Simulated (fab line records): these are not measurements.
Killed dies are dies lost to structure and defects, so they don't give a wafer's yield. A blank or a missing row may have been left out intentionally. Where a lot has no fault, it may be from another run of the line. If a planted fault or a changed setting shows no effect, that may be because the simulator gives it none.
Which tool is to blame? ; flow sky130 ; 24 lots, 72 wafers sampled, at 6 steps of a route of 708

## WHAT EACH GAUGE READ, for each wafer
The record holds no reading of a measuring or inspecting step that can be judged against a usual standard deviation.

## EACH LOT AND THE TOOL THAT RAN IT (in order: tool; ch and the chambers of the sampled wafers; start)
lot;SKY_SONOS_ONO_ETCH_15;SKY_LDD_P_STRIP_10;SKY_CONTACT_CVD_24;SKY_METAL2_SPUTTER_00;SKY_VIA4_STRIP_13;SKY_PAD_OPEN_STRIP_08
L074;rie-diel-02 ch 1,2,3, day 12 19:39;plasma-asher-04 ch 0,1, day 19 02:17;cvd-w-02 ch 0,1, day 31 15:37;pvd-sputter-03, day 34 01:25;plasma-asher-01 ch 0,1, day 42 20:35;plasma-asher-02 ch 0,1, day 45 18:59
L075;rie-diel-01 ch 0,2,3, day 12 23:20;plasma-asher-01 ch 0,1, day 19 07:30;cvd-w-01 ch 0,1, day 31 17:35;pvd-sputter-01, day 34 02:17;plasma-asher-03 ch 0,1, day 42 20:48;plasma-asher-04 ch 0,1, day 45 19:20
L076;rie-diel-03 ch 1,3, day 13 07:27;plasma-asher-03 ch 0, day 19 16:35;cvd-w-01 ch 0,1, day 32 04:33;pvd-sputter-01, day 34 13:37;plasma-asher-01 ch 0,1, day 43 04:24;plasma-asher-01 ch 0,1, day 46 01:10
L077;rie-diel-02 ch 0,3, day 14 01:01;plasma-asher-03 ch 0,1, day 20 15:47;cvd-w-01 ch 0,1, day 33 01:41;pvd-sputter-01, day 35 10:41;plasma-asher-03 ch 0,1, day 43 23:34;plasma-asher-04 ch 0,1, day 46 17:48
L078;rie-diel-03 ch 2,3, day 14 18:00;plasma-asher-04 ch 0,1, day 21 06:25;cvd-w-02 ch 0,1, day 33 18:19;pvd-sputter-03, day 36 02:50;plasma-asher-01 ch 0,1, day 44 14:36;plasma-asher-04 ch 0,1, day 47 06:42
L079;rie-diel-02 ch 1,2, day 14 19:17;plasma-asher-04 ch 0,1, day 21 11:59;cvd-w-01 ch 0,1, day 33 21:23;pvd-sputter-03, day 36 06:01;plasma-asher-04 ch 0,1, day 44 17:51;plasma-asher-04 ch 0,1, day 47 09:51
L080;rie-diel-03 ch 2,3, day 15 00:28;plasma-asher-01 ch 0,1, day 21 18:03;cvd-w-01 ch 0,1, day 34 00:32;pvd-sputter-04, day 36 08:47;plasma-asher-01 ch 1, day 44 20:18;plasma-asher-02 ch 0,1, day 47 13:30
L081;rie-diel-03 ch 0,2,3, day 15 11:46;plasma-asher-01 ch 0,1, day 22 06:02;cvd-w-02 ch 1, day 34 10:52;pvd-sputter-01, day 36 19:05;plasma-asher-03 ch 0,1, day 45 02:07;plasma-asher-02 ch 0,1, day 47 17:36
L082;rie-diel-03 ch 0,2,3, day 15 19:47;plasma-asher-04 ch 0,1, day 22 17:26;cvd-w-01 ch 0,1, day 34 22:02;pvd-sputter-01, day 37 05:01;plasma-asher-03 ch 0,1, day 45 12:07;plasma-asher-04 ch 0,1, day 48 02:52
L083;rie-diel-02 ch 0,3, day 16 05:04;plasma-asher-04 ch 0,1, day 23 05:22;cvd-w-01 ch 0,1, day 35 04:09;pvd-sputter-04, day 37 12:44;plasma-asher-01 ch 0,1, day 45 19:55;plasma-asher-04 ch 0,1, day 48 12:18
L084;rie-diel-01 ch 0,2,3, day 16 05:41;plasma-asher-01 ch 0,1, day 23 06:22;cvd-w-01 ch 0,1, day 35 06:43;pvd-sputter-03, day 37 14:04;plasma-asher-03 ch 0, day 45 20:34;plasma-asher-01 ch 0, day 48 11:36
L085;rie-diel-02 ch 0,1,2, day 16 08:55;plasma-asher-04 ch 0,1, day 23 12:54;cvd-w-01 ch 0,1, day 36 02:46;pvd-sputter-01, day 38 10:10;plasma-asher-03 ch 0,1, day 46 11:05;plasma-asher-04 ch 0,1, day 49 01:29
L086;rie-diel-03 ch 0,2, day 16 23:16;plasma-asher-01 ch 0,1, day 23 20:26;cvd-w-02 ch 0,1, day 36 03:40;pvd-sputter-01, day 38 11:01;plasma-asher-03 ch 0,1, day 46 14:21;plasma-asher-01 ch 0,1, day 49 03:12
L087;rie-diel-02 ch 0,3, day 17 02:57;plasma-asher-01 ch 0,1, day 23 23:28;cvd-w-01 ch 0,1, day 36 03:14;pvd-sputter-04, day 38 10:40;plasma-asher-04 ch 0, day 46 15:06;plasma-asher-02 ch 0, day 49 03:42
L088;rie-diel-03 ch 0,1,3, day 17 17:14;plasma-asher-01 ch 0,1, day 24 14:58;cvd-w-01 ch 0,1, day 36 11:38;pvd-sputter-01, day 38 18:50;plasma-asher-04 ch 0,1, day 46 18:43;plasma-asher-01 ch 0,1, day 49 08:09
L089;rie-diel-01 ch 1,2, day 17 20:51;plasma-asher-04 ch 0, day 24 16:51;cvd-w-01 ch 0, day 36 13:48;pvd-sputter-01, day 38 20:52;plasma-asher-03 ch 0,1, day 46 20:09;plasma-asher-01 ch 0,1, day 49 08:54
L090;rie-diel-02 ch 0,1,3, day 18 08:20;plasma-asher-04 ch 0,1, day 25 03:35;cvd-w-01 ch 0,1, day 36 19:56;pvd-sputter-01, day 39 02:31;plasma-asher-04 ch 0,1, day 46 22:58;plasma-asher-01 ch 0,1, day 49 10:45
L091;rie-diel-02 ch 0,3, day 18 18:58;plasma-asher-01 ch 0,1, day 25 12:48;cvd-w-02 ch 0,1, day 37 06:14;pvd-sputter-01, day 39 12:40;plasma-asher-03 ch 0, day 47 10:19;plasma-asher-01 ch 0,1, day 49 19:51
L092;rie-diel-01 ch 0,1,2, day 19 00:34;plasma-asher-03 ch 0,1, day 25 17:33;cvd-w-01 ch 0,1, day 37 09:59;pvd-sputter-01, day 39 17:04;plasma-asher-01 ch 0,1, day 47 14:16;plasma-asher-01 ch 0,1, day 49 22:15
L093;rie-diel-03 ch 0,1,2, day 19 02:49;plasma-asher-01 ch 0,1, day 25 22:40;cvd-w-02 ch 0,1, day 37 14:32;pvd-sputter-04, day 39 20:08;plasma-asher-04 ch 0,1, day 47 16:10;plasma-asher-04 ch 0,1, day 50 03:13
L094;rie-diel-02 ch 1,3, day 19 20:11;plasma-asher-03 ch 1, day 26 14:16;cvd-w-02 ch 0,1, day 38 06:22;pvd-sputter-04, day 40 11:50;plasma-asher-04 ch 0, day 48 03:28;plasma-asher-02 ch 1, day 50 10:15
L095;rie-diel-02 ch 0,2,3, day 20 06:11;plasma-asher-04 ch 0,1, day 27 00:26;cvd-w-01 ch 0,1, day 38 12:40;pvd-sputter-01, day 40 16:49;plasma-asher-01 ch 1, day 48 10:27;plasma-asher-04 ch 0,1, day 50 17:09
L096;rie-diel-02 ch 2,3, day 20 10:17;plasma-asher-01 ch 0,1, day 27 04:35;cvd-w-01 ch 0,1, day 38 19:31;pvd-sputter-03, day 41 00:14;plasma-asher-04 ch 0,1, day 48 13:12;plasma-asher-02 ch 0,1, day 50 19:23
L097;rie-diel-01 ch 1,2,3, day 20 20:16;plasma-asher-03 ch 0,1, day 27 15:47;cvd-w-02 ch 0,1, day 39 06:31;pvd-sputter-04, day 41 10:33;plasma-asher-03 ch 0,1, day 48 21:20;plasma-asher-04 ch 0,1, day 51 01:44
- SKY_SONOS_ONO_ETCH_15: etches the open film in CHF3/O2, target depth 19.52 nm, time 7.8 s.
- SKY_LDD_P_STRIP_10: strips in O2/N2.
- SKY_CONTACT_CVD_24: deposits W, target thk 340 nm, time 102.12 s.
- SKY_METAL2_SPUTTER_00: material Ti, target thk 15 nm, time 10 s.
- SKY_VIA4_STRIP_13: strips in O2/N2.
- SKY_PAD_OPEN_STRIP_08: strips in O2/N2.

## AS READ BY THE TOOLS THEMSELVES (means over the sampled wafers that have a number; for cases with no such wafer, the mark the record gives instead)
SKY_SONOS_ONO_ETCH_15. Usual: drypump-motor-current-A 5.8 A, standard deviation 0.49; oes-product-au 1.001 a.u., standard deviation 0.0098; rf-fwd-power-W 588 W, standard deviation 3.4; throttle-valve-pct 8.825 %, standard deviation 0.0092.
lot;tool;drypump-motor-current-A (A);oes-product-au (a.u.);rf-fwd-power-W (W);throttle-valve-pct (%);flag
L074;rie-diel-02;5.4;0.999;589;8.829;
L075;rie-diel-01;5.7;1.002;588;8.833;
L076;rie-diel-03;6.2;1.002;585;8.828;
L077;rie-diel-02;5.5;0.992;590;8.827;
L078;rie-diel-03;5.9;1.003;587;8.817;
L079;rie-diel-02;5.6;1.005;587;8.833;
L080;rie-diel-03;5.9;1.006;586;8.827;
L081;rie-diel-03;6.1;1.003;588;8.824;
L082;rie-diel-03;6.1;0.995;587;8.829;
L083;rie-diel-02;5.5;1.003;588;8.829;
L084;rie-diel-01;5.7;1.009;589;8.824;
L085;rie-diel-02;5.9;1.006;589;8.831;
L086;rie-diel-03;6.3;0.993;591;8.815;
L087;rie-diel-02;6.1;1.000;588;8.825;
L088;rie-diel-03;6.3;0.991;588;8.827;
L089;rie-diel-01;5.9;1.017;584;8.832;
L090;rie-diel-02;5.7;0.997;589;8.828;
L091;rie-diel-02;5.6;0.995;588;8.825;
L092;rie-diel-01;5.8;1.017;585;8.821;
L093;rie-diel-03;6.2;0.994;589;8.827;
L094;rie-diel-02;5.3;0.995;590;8.824;
L095;rie-diel-02;5.7;0.995;587;8.829;
L096;rie-diel-02;5.3;0.988;588;8.824;
L097;rie-diel-01;5.7;1.020;588;8.827;

SKY_LDD_P_STRIP_10. Usual: drypump-motor-current-A 5.36 A, standard deviation 0.25; oes-product-au 0.716 a.u., standard deviation 0.0046; strip-time-to-endpoint-s 14.17 s, standard deviation 0.036.
lot;tool;drypump-motor-current-A (A);oes-product-au (a.u.);strip-time-to-endpoint-s (s);flag
L074;plasma-asher-04;5.52;0.715;14.19;
L075;plasma-asher-01;5.33;0.715;14.18;
L076;plasma-asher-03;4.80;0.710;14.15;
L077;plasma-asher-03;5.26;0.713;14.21;
L078;plasma-asher-04;5.51;0.718;14.15;
L079;plasma-asher-04;5.53;0.713;14.18;
L080;plasma-asher-01;5.30;0.718;14.16;
L081;plasma-asher-01;5.32;0.714;14.15;
L082;plasma-asher-04;5.51;0.717;14.15;
L083;plasma-asher-04;5.41;0.717;14.19;
L084;plasma-asher-01;5.31;0.715;14.18;
L085;plasma-asher-04;5.52;0.725;14.10;
L086;plasma-asher-01;5.31;0.718;14.22;
L087;plasma-asher-01;5.31;0.712;14.14;
L088;plasma-asher-01;5.31;0.712;14.19;
L089;plasma-asher-04;5.29;0.718;14.13;
L090;plasma-asher-04;5.42;0.717;14.18;
L091;plasma-asher-01;5.29;0.716;14.19;
L092;plasma-asher-03;5.27;0.719;14.26;
L093;plasma-asher-01;5.32;0.713;14.17;
L094;plasma-asher-03;5.50;0.714;14.17;
L095;plasma-asher-04;5.42;0.715;14.18;
L096;plasma-asher-01;5.41;0.714;14.17;
L097;plasma-asher-03;5.26;0.718;14.19;

SKY_CONTACT_CVD_24. Usual: heater-power-w reads 916 W (standard deviation 80).
lot;tool;heater-power-w (W);flag
L074;cvd-w-02;913;
L075;cvd-w-01;946;
L076;cvd-w-01;961;
L077;cvd-w-01;905;
L078;cvd-w-02;858;
L079;cvd-w-01;960;
L080;cvd-w-01;960;
L081;cvd-w-02;965;
L082;cvd-w-01;947;
L083;cvd-w-01;950;
L084;cvd-w-01;903;
L085;cvd-w-01;910;
L086;cvd-w-02;907;
L087;cvd-w-01;960;
L088;cvd-w-01;966;
L089;cvd-w-01;1013;
L090;cvd-w-01;911;
L091;cvd-w-02;870;
L092;cvd-w-01;910;
L093;cvd-w-02;899;
L094;cvd-w-02;916;
L095;cvd-w-01;971;
L096;cvd-w-01;910;
L097;cvd-w-02;844;

SKY_METAL2_SPUTTER_00. Usual: throttle-valve-pct reads 29.9 % (standard deviation 0.99).
lot;tool;throttle-valve-pct (%);flag
L074;pvd-sputter-03;30.2;
L075;pvd-sputter-01;30.3;
L076;pvd-sputter-01;30.2;
L077;pvd-sputter-01;30.2;
L078;pvd-sputter-03;30.4;
L079;pvd-sputter-03;30.2;
L080;pvd-sputter-04;28.5;
L081;pvd-sputter-01;30.3;
L082;pvd-sputter-01;30.4;
L083;pvd-sputter-04;28.8;
L084;pvd-sputter-03;30.2;
L085;pvd-sputter-01;30.2;
L086;pvd-sputter-01;30.2;
L087;pvd-sputter-04;29.4;
L088;pvd-sputter-01;30.7;
L089;pvd-sputter-01;30.6;
L090;pvd-sputter-01;30.7;
L091;pvd-sputter-01;30.3;
L092;pvd-sputter-01;30.8;
L093;pvd-sputter-04;29.4;
L094;pvd-sputter-04;29.6;
L095;pvd-sputter-01;30.3;
L096;pvd-sputter-03;29.4;
L097;pvd-sputter-04;29.6;

SKY_VIA4_STRIP_13. Usual: drypump-motor-current-A 5.30 A, standard deviation 0.29; oes-product-au 0.710 a.u., standard deviation 0.0046; strip-time-to-endpoint-s 12.83 s, standard deviation 0.042.
lot;tool;drypump-motor-current-A (A);oes-product-au (a.u.);strip-time-to-endpoint-s (s);flag
L074;plasma-asher-01;5.31;0.716;12.80;
L075;plasma-asher-03;5.28;0.717;12.90;
L076;plasma-asher-01;5.40;0.709;12.95;
L077;plasma-asher-03;5.27;0.708;12.81;
L078;plasma-asher-01;5.29;0.711;12.81;
L079;plasma-asher-04;5.41;0.709;12.81;
L080;plasma-asher-01;5.20;0.708;12.78;
L081;plasma-asher-03;5.03;0.707;12.80;
L082;plasma-asher-03;5.26;0.711;12.79;
L083;plasma-asher-01;5.32;0.706;12.80;
L084;plasma-asher-03;4.79;0.709;12.78;
L085;plasma-asher-03;5.03;0.707;12.81;
L086;plasma-asher-03;5.03;0.712;12.83;
L087;plasma-asher-04;5.30;0.715;12.82;
L088;plasma-asher-04;5.42;0.707;12.79;
L089;plasma-asher-03;5.25;0.710;12.80;
L090;plasma-asher-04;5.52;0.707;12.87;
L091;plasma-asher-03;4.79;0.708;12.86;
L092;plasma-asher-01;5.33;0.708;12.83;
L093;plasma-asher-04;5.52;0.713;12.80;
L094;plasma-asher-04;5.31;0.710;12.81;
L095;plasma-asher-01;5.20;0.716;12.85;
L096;plasma-asher-04;5.44;0.713;12.82;
L097;plasma-asher-03;5.04;0.709;12.86;

SKY_PAD_OPEN_STRIP_08. Usual: drypump-motor-current-A 5.6 A, standard deviation 0.32; oes-product-au 0.663 a.u., standard deviation 0.0047; strip-time-to-endpoint-s 37.19 s, standard deviation 0.095.
lot;tool;drypump-motor-current-A (A);oes-product-au (a.u.);strip-time-to-endpoint-s (s);flag
L074;plasma-asher-02;6.1;0.661;37.19;
L075;plasma-asher-04;5.4;0.668;37.29;
L076;plasma-asher-01;5.3;0.667;37.12;
L077;plasma-asher-04;5.5;0.658;37.36;
L078;plasma-asher-04;5.5;0.656;37.26;
L079;plasma-asher-04;5.4;0.663;37.13;
L080;plasma-asher-02;6.1;0.663;37.06;
L081;plasma-asher-02;6.0;0.661;37.25;
L082;plasma-asher-04;5.4;0.664;37.16;
L083;plasma-asher-04;5.4;0.663;37.21;
L084;plasma-asher-01;5.5;0.662;37.23;
L085;plasma-asher-04;5.4;0.665;37.22;
L086;plasma-asher-01;5.4;0.660;37.15;
L087;plasma-asher-02;6.0;0.661;37.22;
L088;plasma-asher-01;5.4;0.665;37.16;
L089;plasma-asher-01;5.3;0.662;37.25;
L090;plasma-asher-01;5.4;0.661;37.28;
L091;plasma-asher-01;5.4;0.661;37.12;
L092;plasma-asher-01;5.4;0.662;37.14;
L093;plasma-asher-04;5.5;0.666;37.29;
L094;plasma-asher-02;6.1;0.661;37.18;
L095;plasma-asher-04;5.4;0.664;37.17;
L096;plasma-asher-02;6.0;0.666;37.15;
L097;plasma-asher-04;5.4;0.664;37.11;

## THE ANSWER, worked out from the rows above alone
Rule: a lot counts as off when the mean over its wafers that have a number is more than 3 standard deviations away from the usual mean. Also off: a lot with no number at a reading for which 4 or more lots have one. Any other lot the step has rows for is counted as sound. First the gauges in route order, then the tools' own readings, where a lot's mean is used as printed above. At the first step where some lot is off, the reading lying furthest off is the one used; lots without a number count as furthest.
None of the lots is off at any reading shown; this tells nothing.

## WHAT THE SIMULATOR PUT IN
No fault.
